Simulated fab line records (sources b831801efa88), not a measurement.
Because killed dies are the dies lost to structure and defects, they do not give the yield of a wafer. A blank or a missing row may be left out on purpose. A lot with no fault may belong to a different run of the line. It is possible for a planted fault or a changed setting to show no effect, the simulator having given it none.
Chamber matching :: flow gf180mcu :: GF_V4_STRIP_19 on wet bench-02 has 4 sister chambers
The step strips in post etch residue remover, time 1200 s. 8 wafers are shown with their chamber, then 10 later ones without.

## WAFERS, EACH WITH ITS CHAMBER
wafer: L703.5
chamber: 3
bath guard temp C (C): 72.7
bath heat duty pct (%): 14.6

wafer: L703.6
chamber: 3
bath guard temp C (C): 72.4
bath heat duty pct (%): 13.5

wafer: L708.4
chamber: 0
bath guard temp C (C): 72.1
bath heat duty pct (%): 14.4

wafer: L708.5
chamber: 0
bath guard temp C (C): 71.9
bath heat duty pct (%): 14.2

wafer: L709.4
chamber: 1
bath guard temp C (C): 73.1
bath heat duty pct (%): 14.8

wafer: L709.6
chamber: 1
bath guard temp C (C): 73.0
bath heat duty pct (%): 16.3

wafer: L710.1
chamber: 2
bath guard temp C (C): 73.3
bath heat duty pct (%): 15.1

wafer: L710.4
chamber: 2
bath guard temp C (C): 72.9
bath heat duty pct (%): 16.7

## WAFERS WHOSE CHAMBER IS MISSING
wafer: L710.6
bath guard temp C (C): 72.9
bath heat duty pct (%): 16.0

wafer: L717.2
bath guard temp C (C): 73.0
bath heat duty pct (%): 15.8

wafer: L717.4
bath guard temp C (C): 72.8
bath heat duty pct (%): 16.4

wafer: L717.6
bath guard temp C (C): 72.6
bath heat duty pct (%): 15.6

wafer: L716.3
bath guard temp C (C): 73.0
bath heat duty pct (%): 15.6

wafer: L716.4
bath guard temp C (C): 73.0
bath heat duty pct (%): 16.5

wafer: L716.5
bath guard temp C (C): 72.8
bath heat duty pct (%): 16.2

wafer: L721.3
bath guard temp C (C): 72.1
bath heat duty pct (%): 13.1

wafer: L721.5
bath guard temp C (C): 71.9
bath heat duty pct (%): 13.5

wafer: L721.6
bath guard temp C (C): 71.6
bath heat duty pct (%): 15.0

## THE CHAMBER EACH PASSED THROUGH
wafer: L710.6
from the rows above: can't be placed: 1 or 2 or 3
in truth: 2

wafer: L717.2
from the rows above: can't be placed: 1 or 2
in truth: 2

wafer: L717.4
from the rows above: can't be placed: 1 or 2 or 3
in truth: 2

wafer: L717.6
from the rows above: can't be placed: 3 or 1 or 2 or 0
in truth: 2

wafer: L716.3
from the rows above: can't be placed: 1 or 2
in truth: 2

wafer: L716.4
from the rows above: can't be placed: 2 or 1
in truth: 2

wafer: L716.5
from the rows above: can't be placed: 1 or 2 or 3
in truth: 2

wafer: L721.3
from the rows above: can't be placed: 0 or 3
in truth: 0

wafer: L721.5
from the rows above: 0
in truth: 0

wafer: L721.6
from the rows above: 0
in truth: 0
Correct placement for 2 of the 10. Cannot be placed on the basis of these rows: 8; the candidates contain the true chamber in 8. 0 placed wrongly.
How it was worked out, from the rows above alone: a wafer's distance from a chamber is the root of the sum, over the readings, of the square of ((its reading less the chamber's mean) divided by the reading's scatter). If the next closest chamber is less than 2 further off than the closest, the wafer can't be placed; otherwise it belongs to the closest. Each chamber's mean is taken over the wafers shown for it. The scatter: the root of (the sum of the squares of (reading less its chamber's mean) over the shown wafers, divided by (wafers less chambers)).
